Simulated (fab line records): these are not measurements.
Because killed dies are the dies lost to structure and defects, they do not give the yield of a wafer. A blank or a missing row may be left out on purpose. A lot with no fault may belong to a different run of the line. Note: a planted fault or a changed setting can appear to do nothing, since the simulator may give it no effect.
2 desks, one fault + flow sky130 + every desk sees just its own numbers, and what lay behind them comes last

== METROLOGY DESK ==
What the gauges read for every lot (on any tool): the sampled wafers with a number, averaged. Marked OUT: a lot whose mean sits more than 4 standard deviations from the usual mean, which makes it out of limits; the brackets give that distance.
Columns: A = POLY_GATE_OXIDATION_THK at SKY_POLY_GATE_THK_MEAS_21, usual 4.02 nm; B = LDD_HVN_TW at SKY_LDD_HVN_TW_MEAS_10, usual 1429
| lot  | first seen here | A    | B    |
|------|-----------------|------|------|
| L987 | day 18 00:54    | 4.16 | 1438 |
| L988 | day 18 00:54    | 4.08 | 1432 |
| L989 | day 18 00:55    | 4.04 | 1405 |
| L990 | day 18 09:24    | 4.12 | 1413 |
| L994 | day 18 23:07    | 4.01 | 1441 |
| L993 | day 18 23:08    | 3.96 | 1416 |
| L995 | day 19 20:46    | 4.14 | 1414 |
| L998 | day 21 03:10    | 4.06 | 1433 |
| L105 | day 22 17:46    | 3.93 | 1437 |
| L107 | day 24 08:14    | 3.99 | 1441 |
| L108 | day 24 08:14    | 3.87 | 1438 |
| L109 | day 24 09:54    | 3.96 | 1419 |
| L110 | day 24 17:20    | 3.92 | 1444 |
Finding of this desk: none of the 13 lots has anything out of limits.

== DESK OF THE TOOL OWNER: implanter-02 ==
For each lot that ran on this tool, the mean over its sampled wafers that have a number, from the tool's own readings at SKY_LDD_N_IMPLANT_14. Marked OUT: a lot whose mean sits more than 4 standard deviations from the usual mean, which makes it out of limits; the brackets give that distance.
Columns: A = beam-on-s at SKY_LDD_N_IMPLANT_14, usual 10.01 s; B = dose-ions-cm2 at SKY_LDD_N_IMPLANT_14, usual 5.001e+12; C = rotation-deg at SKY_LDD_N_IMPLANT_14, usual 179.99 degrees
| lot  | first seen here | A     | B         | C                        |
|------|-----------------|-------|-----------|--------------------------|
| L989 | day 19 07:02    | 10.00 | 4.993e+12 | 179.94                   |
| L990 | day 19 16:13    | 9.90  | 5.003e+12 | 180.01                   |
| L993 | day 20 06:23    | 9.86  | 5.005e+12 | 179.94                   |
| L995 | day 21 04:34    | 10.06 | 5.005e+12 | 340.01 (+99 or more) OUT |
| L998 | day 22 10:25    | 10.04 | 4.997e+12 | 339.98 (+99 or more) OUT |
| L108 | day 25 15:01    | 10.10 | 5.000e+12 | 180.00                   |
| L109 | day 25 16:28    | 10.14 | 5.005e+12 | 179.98                   |
Finding of this desk: L995, L998 out of limits; the first was L995 at day 21 04:34, on rotation-deg at SKY_LDD_N_IMPLANT_14. In limits: L989, L990, L993, L108, L109.

== BROUGHT TOGETHER ==
At day 21 04:34, on L995, L998, the tool owner's desk was in a position to raise an alarm.
The metrology desk saw nothing out of limits.
The metrology desk holds a record of L995, L998, inside its limits.
SKY_LDD_N_IMPLANT_14 was run on implanter-02 by each of the lots named.

== WHAT THE SIMULATOR HAD PUT IN ==
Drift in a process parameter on implanter-02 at SKY_LDD_N_IMPLANT_14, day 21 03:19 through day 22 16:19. The setting rotation-deg was moved by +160, starting from 180. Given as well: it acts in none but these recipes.
Shown lots that were struck: L995, L998.
Delay in hours, fault start to first out-of-limits reading, by desk: the tool owner's desk at 1.
